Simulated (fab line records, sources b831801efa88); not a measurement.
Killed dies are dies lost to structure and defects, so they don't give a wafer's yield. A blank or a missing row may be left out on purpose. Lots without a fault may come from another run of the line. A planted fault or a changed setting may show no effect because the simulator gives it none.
Which tool did it? | flow sky130 | 11 lots, 31 wafers sampled, at 1 step of a route of 708

WHAT THE GAUGES READ, wafer by wafer
SKY_METAL4_OVL_MEAS_14.
lot  | measured     | on         | METAL4_OVL (nm)
L962 | day 41 22:36 | overlay-01 | -3 1 -11
L961 | day 41 22:40 | overlay-02 | 4 -1 -8
L966 | day 43 03:01 | overlay-02 | 4 4 -11
L968 | day 43 21:21 | overlay-01 | -3 -6 -6
L970 | day 44 07:07 | overlay-01 | -8 0 -12
L974 | day 45 04:30 | overlay-02 | -5 1 -1
L978 | day 46 21:44 | overlay-01 | -8 -12
L980 | day 47 00:02 | overlay-01 | -7 4 -6
L981 | day 47 04:20 | overlay-01 | 1 -8 -9
L979 | day 47 05:58 | overlay-01 | -10 -1
L984 | day 47 22:23 | overlay-01 | 1 -4 1

WHICH TOOL RAN EACH LOT (tool, then ch and the chambers of the sampled wafers, then the start)
The record holds no process step before these readings.

THE ANSWER, worked out from the rows above alone
Rule: what is usual is taken from the lots themselves. Put in order of their means at a reading, lots are off if they are a third of the lots or fewer, leave a main group of 4 or more, and stand apart from it by a gap of 3 or more times the standard deviation of the main group's means; of several such gaps the widest counts. A main group whose means are all the same, to the digits that the tables above print for the reading, isn't used. A lot without any number at a reading at which 4 lots or more have one is off too. The other lots that the step has rows for count as sound.
No lot is off at any reading shown: from this, nothing can be told.

WHAT THE SIMULATOR HAD PUT IN
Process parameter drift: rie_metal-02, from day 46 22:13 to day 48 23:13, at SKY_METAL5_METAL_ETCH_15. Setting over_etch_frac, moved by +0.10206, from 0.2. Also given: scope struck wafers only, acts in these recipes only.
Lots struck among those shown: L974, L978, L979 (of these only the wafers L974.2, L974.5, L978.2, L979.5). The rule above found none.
